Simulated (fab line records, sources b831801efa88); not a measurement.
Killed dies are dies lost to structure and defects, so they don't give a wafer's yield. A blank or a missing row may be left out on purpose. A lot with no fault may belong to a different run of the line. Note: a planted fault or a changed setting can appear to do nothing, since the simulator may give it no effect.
What tool caused it? ; flow gf180mcu ; 32 wafers from 11 lots sampled at 5 of the route's 602 steps

== WHAT EACH GAUGE READ, for each wafer ==
GF_TOP_METAL_CD_MEAS_14: the cd target is 440 nm.
lot;measured;on;cd nm (nm)
L865;day 27 23:34;cd sem-01;439.2 439.6 438.2
L866;day 28 05:47;cd sem-01;438.2 439.3 438.1
L868;day 29 06:28;cd sem-01;439.6 440.3 439.6
L869;day 29 12:36;cd sem-01;443.0 442.9 440.7
L870;day 29 18:40;cd sem-01;438.1 438.1 440.1
L871;day 29 23:22;cd sem-02;438.1 439.8 437.4
L872;day 30 05:35;cd sem-02;442.3 439.9 442.1
L873;day 30 15:11;cd sem-01;437.5 439.3 439.9
L874;day 30 23:06;cd sem-02;441.8 440.9 442.5
L877;day 31 22:57;cd sem-01;441.3 438.9 438.5
L883;day 33 03:40;cd sem-01;435.9 431.1

== WHICH TOOL RAN EACH LOT (tool, then ch and the chambers of the sampled wafers, then the start) ==
lot;GF_MIM_SPUTTER_09;GF_V5_STRIP_18;GF_TOP_METAL_SPUTTER_04;GF_TOP_METAL_COAT_09
L865;pvd sputter-04, day 24 08:06;plasma asher-01 ch 0,1, day 27 02:01;pvd sputter-02, day 27 03:24;litho track-01 ch 0, day 27 13:38
L866;pvd sputter-02, day 24 15:36;plasma asher-01 ch 0,1, day 27 08:46;pvd sputter-03, day 27 10:14;litho track-02 ch 0, day 27 20:15
L868;pvd sputter-04, day 25 19:14;plasma asher-01 ch 0,1, day 28 09:49;pvd sputter-01, day 28 11:22;litho track-04 ch 0, day 28 21:07
L869;pvd sputter-04, day 26 02:32;plasma asher-01 ch 0,1, day 28 16:25;pvd sputter-01, day 28 17:50;litho track-02 ch 0, day 29 02:57
L870;pvd sputter-04, day 26 08:27;plasma asher-01 ch 1, day 28 22:41;pvd sputter-03, day 29 00:06;litho track-02 ch 0, day 29 09:06
L871;pvd sputter-04, day 26 13:35;plasma asher-01 ch 0,1, day 29 02:55;pvd sputter-03, day 29 04:20;litho track-01 ch 0, day 29 13:56
L872;pvd sputter-04, day 26 20:22;plasma asher-02 ch 0,1, day 29 10:07;pvd sputter-03, day 29 11:32;litho track-04 ch 0, day 29 20:24
L873;pvd sputter-01, day 27 07:49;plasma asher-01 ch 0,1, day 29 19:46;pvd sputter-01, day 29 21:11;litho track-01 ch 0, day 30 06:20
L874;pvd sputter-04, day 27 16:08;plasma asher-02 ch 0,1, day 30 03:17;pvd sputter-03, day 30 04:42;litho track-01 ch 0, day 30 14:12
L877;pvd sputter-02, day 28 18:43;plasma asher-03 ch 0,1, day 31 04:46;pvd sputter-03, day 31 06:13;litho track-04 ch 0, day 31 14:37
L883;pvd sputter-01, day 30 03:04;plasma asher-01 ch 0,1, day 32 09:53;pvd sputter-02, day 32 11:24;litho track-04 ch 0, day 32 19:33
- GF_MIM_SPUTTER_09: material TiN, target thk 35 nm, time 29.2 s.
- GF_V5_STRIP_18: strips in O2/N2.
- GF_TOP_METAL_SPUTTER_04: material TiN, target thk 25 nm, time 20.8 s.
- GF_TOP_METAL_COAT_09: resist thk 1500 nm.

== THE ANSWER, worked out from the rows above alone ==
Rule: the usual values come from the lots themselves. The widest of any qualifying gaps counts: lots, ordered by their means at a reading, are off when they make up no more than a third of the lots, leave a main group of 4 or more, and stand apart from it by 3 or more times the standard deviation of that group's means. A main group whose means are all the same, to the digits that the tables above print for the reading, isn't used. Also off: a lot with no number at a reading for which 4 or more lots have one. All remaining lots with rows at the step are treated as sound.
Off: L883 (GF_TOP_METAL_CD_MEAS_14, cd nm). Main group: mean 439.8 nm, sd 1.3.
A tool fits if, at a process step before that reading, it ran every lot that is off, and no sound lot after the first of them. Those tools and the gauges at GF_TOP_METAL_CD_MEAS_14 are tried in the same way. Can't be told from this: 5 tools fit, pvd sputter-01 at GF_MIM_SPUTTER_09, plasma asher-01 at GF_V5_STRIP_18, pvd sputter-02 at GF_TOP_METAL_SPUTTER_04, litho track-04 at GF_TOP_METAL_COAT_09, cd sem-01 at GF_TOP_METAL_CD_MEAS_14.

== WHAT WAS PUT IN BY THE SIMULATOR ==
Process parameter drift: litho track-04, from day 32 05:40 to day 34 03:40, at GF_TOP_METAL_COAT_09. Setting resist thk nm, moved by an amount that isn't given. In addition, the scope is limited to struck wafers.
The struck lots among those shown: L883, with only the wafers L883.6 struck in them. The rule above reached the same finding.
